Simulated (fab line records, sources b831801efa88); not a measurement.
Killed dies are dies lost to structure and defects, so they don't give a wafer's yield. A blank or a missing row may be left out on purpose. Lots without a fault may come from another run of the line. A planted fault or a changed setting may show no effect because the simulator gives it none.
Problem report in the 8D (eight disciplines) form, filled by code | flow sky130 | the parts of the form that need people (team, actions taken, sign-off) are left out

1. THE PROBLEM
o2_flow_sccm at SKY_CAP2M_STRIP_14 reads a mean of 3604 sccm on 9 wafers of 3 lots; wafers without a fault read 3000 sccm with a standard deviation of 8. That is +76 standard deviations from the usual mean.
The step: strips in O2/N2.
First seen on wafer L935.2, day 46 03:09, on plasma_asher-02. The record holds 36 wafers of 12 lots with a number at this step. Rule for "out", or "out of limits": more than 4 standard deviations from the usual mean. The other wafers with a number count as sound.

2. WHAT IT IS AND WHAT IT IS NOT
question                    | is                     | is not
which readings at this step | o2_flow_sccm           | drypump_motor_current_A, oes_product_au
which lots                  | L935, L938, L940       | L921, L923, L925, L926, L927, L929, L932, L936, L939
which wafers of those lots  | all that have a number | -
read on which tools         | plasma_asher-02        | plasma_asher-01, plasma_asher-03
when                        | from day 46 03:09      | up to then (24 sound wafers); but 3 sound wafers of L939 came after

3. SUSPECTS, AND WHAT RULES EACH OUT
Counting: a tool at a process step up to the reading stays a suspect if it ran every lot that is out and no sound lot after the first of them.
- plasma_asher-02 at SKY_CAP2M_STRIP_14 (strips in O2/N2): kept. It ran every lot that is out, first L935 (day 46 03:09), and no sound lot after that; its last sound lot up to then is L936 (day 46 00:54). Its own readings are out on those wafers: o2_flow_sccm.
Left after counting: plasma_asher-02 at SKY_CAP2M_STRIP_14.

4. THE CAUSE (what the simulator had put in)
Process parameter drift: plasma_asher-02, from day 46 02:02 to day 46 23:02, at SKY_CAP2M_STRIP_14. Setting o2_flow_sccm, moved by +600, from 3000. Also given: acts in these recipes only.
Counting left only this tool.

5. THE CHAIN OF EFFECTS, in route order
Each row: a reading whose mean over the struck wafers that have a number lies more than 3 standard deviations from the usual. Only readings for which the record gives a usual standard deviation are gone through. hours: the time from each lot's start at the first step in this table that gives one to its start at this step, as a median over the lots. sigmas: the change in usual standard deviations.
hours | step               | reading      | usual     | on struck wafers | change | sigmas
0     | SKY_CAP2M_STRIP_14 | o2_flow_sccm | 3000 sccm | 3604             | +604   | +76
The process steps in it:
- SKY_CAP2M_STRIP_14: strips in O2/N2.

6. WHAT WOULD HAVE CAUGHT IT SOONER
In this record the first reading out of limits was taken at day 46 03:09, 1 hour after the fault began at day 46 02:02.
